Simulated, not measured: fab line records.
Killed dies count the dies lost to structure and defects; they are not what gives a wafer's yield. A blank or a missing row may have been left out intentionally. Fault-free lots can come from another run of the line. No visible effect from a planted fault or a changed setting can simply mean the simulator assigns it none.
Matching of chambers	flow gf180mcu	GF_POLY_GATE_ETCH_13 on rie-si-01 has 4 sister chambers
The step etches poly-Si in HBr/Cl2, stops on SiO2, target depth 198.5 nm, time 69.6 s. 4 wafers are shown with their chamber, then 7 later ones without.

## WAFERS PAIRED WITH THEIR CHAMBERS
wafer	chamber	drypump-motor-current-A (A)
L353.1	1	6.0
L353.4	0	6.0
L363.1	3	5.0
L363.2	2	6.3

## WAFERS MISSING THEIR CHAMBER
wafer	drypump-motor-current-A (A)
L363.3	6.0
L364.2	6.3
L364.4	6.0
L364.6	4.9
L365.2	6.0
L365.4	5.0
L365.5	5.9

## CHAMBER TAKEN BY EACH
wafer	from the rows above	in truth
L363.3	can't be placed: 0 or 1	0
L364.2	2	2
L364.4	can't be placed: 0 or 1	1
L364.6	3	3
L365.2	can't be placed: 0 or 1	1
L365.4	3	3
L365.5	can't be placed: 0 or 1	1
Correct placement for 3 of the 7. These rows do not allow placing 4 (true chamber among the candidates in 4). Number placed wrongly: 0.
How it was worked out, from the rows above alone: a wafer's distance from a chamber is the root of the sum, over the readings, of the square of ((its reading less the chamber's mean) divided by the reading's scatter). If the next closest chamber is less than 2 further off than the closest, the wafer can't be placed; otherwise it belongs to the closest. For every chamber, the mean is computed from those of its wafers that are shown. The scatter (one wafer shown for each chamber): square how far every hidden wafer sits from the nearest shown wafer, average those squares and take the square root.
